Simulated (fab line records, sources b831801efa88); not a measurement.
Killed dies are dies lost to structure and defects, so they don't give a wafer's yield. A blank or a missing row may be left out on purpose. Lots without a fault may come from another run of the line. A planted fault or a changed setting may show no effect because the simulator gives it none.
A struck lot beside a sound one | flow sfq_line | 20 steps out of a route of 325
Sound: wafers L707.2, L707.4, L707.5. Struck: wafer L714.1. (L714.4, L714.5 of the same lot were not struck and are left out.) The cause comes at the end.
At each step with rows: each side's tool, then ch and its chambers, then its first start. Under that, the readings that differ: sound wafers | struck wafers | difference of the means | sigmas: that difference in standard deviations of wafers without a fault.
alike: readings whose means differ by less than 2 such deviations, and words and numbers that are the same on both sides. not compared: withheld readings, readings that some wafer has no value for, bounds like >300 that may hide the same value, and numbers for which the record gives no deviation and whose values overlap.
The two part at a step that has a row with sigmas, a row that says differs or no value, or rows on one side only. Numbers that don't overlap but have no deviation are shown without sigmas and don't part them. A reading that every wafer of one side lacks parts them only if that side has two wafers or more.

first, 5 steps without rows for these wafers: SFQ_TRILAYER_R5_LITHO_COAT_136 (resist thk 600 nm); SFQ_TRILAYER_R5_LITHO_SOFTBAKE_140; SFQ_TRILAYER_R5_LITHO_EXPOSE_137 (exposes mask R5, target cd 500 nm); SFQ_TRILAYER_R5_LITHO_PEB_139 (peb time 60 s); SFQ_TRILAYER_R5_LITHO_DEVELOP_138 (time 60 s).
SFQ_R5_OVL_MEAS_935:
  sound on overlay-01, day 60 14:14; struck on overlay-01, day 66 05:38
  alike: R5_OVL
SFQ_TRILAYER_R5_BARC_OPEN_METAL_ETCH_177: etches BARC in O2, target depth 125 nm, time 41.7 s.
  sound on rie_metal-01 ch 1, day 60 14:16; struck on rie_metal-04 ch 1, day 66 05:40
  alike: drypump_motor_current_A, oes_product_au
  not compared: rf_hours_counter_h
SFQ_TRILAYER_R5_ETCH_METAL_ETCH_139: etches the open film in Cl2, stops on SiO2, target depth 60 nm, time 40 s.
  sound on rie_metal-01 ch 1, day 60 14:20; struck on rie_metal-04 ch 1, day 66 05:47
  alike: drypump_motor_current_A, oes_product_au
  not compared: rf_hours_counter_h
SFQ_TRILAYER_R5_STRIP_STRIP_140: strips in O2.
  sound on rie_metal-01 ch 1, day 60 14:23; struck on rie_metal-04 ch 1, day 66 05:55
  alike: drypump_motor_current_A, oes_product_au
  not compared: rf_hours_counter_h
then, 1 step without rows for these wafers: SFQ_TRILAYER_R5_STRIP_SOLV_CLEAN_141 (cleans in NMP, time 600 s).
SFQ_TRILAYER_A5C_DEP_PECVD_142: deposits SiO2 from SiH4/N2O, time 15.556 s, target thk 70 nm.
  sound on pecvd-03 ch 0,1,2, day 60 15:10; struck on pecvd-02 ch 0, day 66 07:19
  reading                | sound          | struck | difference | sigmas
  throttle_valve_pct (%) | 24.4 22.0 23.4 | 27.1   | +3.8       | +2
  alike: heater_power_outer_w, heater_power_w, susceptor_temp_C
then, 1 step without rows for these wafers: SFQ_TRILAYER_I5_LITHO_COAT_149 (resist thk 62 nm).
SFQ_TRILAYER_I5_LITHO_COAT_144: resist thk 650 nm.
  sound on litho_track-02 ch 0, day 60 15:32; struck on litho_track-02 ch 0, day 66 07:38
  reading                                             | sound           | struck | difference | sigmas
  model.KrF_of_TRILAYER_I5_LITHO_COAT_144.thk_nm (nm) | 649 647.9 647.8 | 581.1  | -67.1      |
then, 4 steps without rows for these wafers: SFQ_TRILAYER_I5_LITHO_SOFTBAKE_148; SFQ_TRILAYER_I5_LITHO_EXPOSE_145 (exposes mask I5, target cd 700 nm); SFQ_TRILAYER_I5_LITHO_PEB_147 (peb time 60 s); SFQ_TRILAYER_I5_LITHO_DEVELOP_146 (time 60 s).
-- the record jumps here: 5 days lie between the struck wafers' starts before and after --
SFQ_I5_OVL_MEAS_936:
  sound on overlay-02, day 60 17:26; struck on overlay-02, day 71 01:43
  alike: I5_OVL
SFQ_TRILAYER_I5_BARC_OPEN_VIA_ETCH_200: etches BARC in O2, target depth 125 nm, time 41.7 s.
  sound on rie_diel-01 ch 0,3, day 60 17:28; struck on rie_diel-04 ch 1, day 71 01:45
  reading                                             | sound             | struck | difference | sigmas
  oes_product_au (a.u.)                               | 0.689 0.688 0.692 | 0.673  | -0.017     | -4
  model.KrF_of_TRILAYER_I5_LITHO_COAT_144.thk_nm (nm) | 571.8 570.5 570.1 | 504.2  | -66.6      |
  alike: drypump_motor_current_A
  not compared: rf_hours_counter_h
SFQ_TRILAYER_I5_ETCH_VIA_ETCH_147: etches the open film in CHF3, stops on Nb, target depth 360 nm.
  sound on rie_diel-01 ch 0,3, day 60 17:31; struck on rie_diel-04 ch 1, day 71 01:47
  alike: drypump_motor_current_A, oes_product_au

WHERE THEY PART
First at SFQ_TRILAYER_A5C_DEP_PECVD_142; last, within this record, at SFQ_TRILAYER_I5_BARC_OPEN_VIA_ETCH_200. Later steps at which nothing parts them and some readings are alike: SFQ_TRILAYER_I5_ETCH_VIA_ETCH_147.

WHY: what the simulator had put in
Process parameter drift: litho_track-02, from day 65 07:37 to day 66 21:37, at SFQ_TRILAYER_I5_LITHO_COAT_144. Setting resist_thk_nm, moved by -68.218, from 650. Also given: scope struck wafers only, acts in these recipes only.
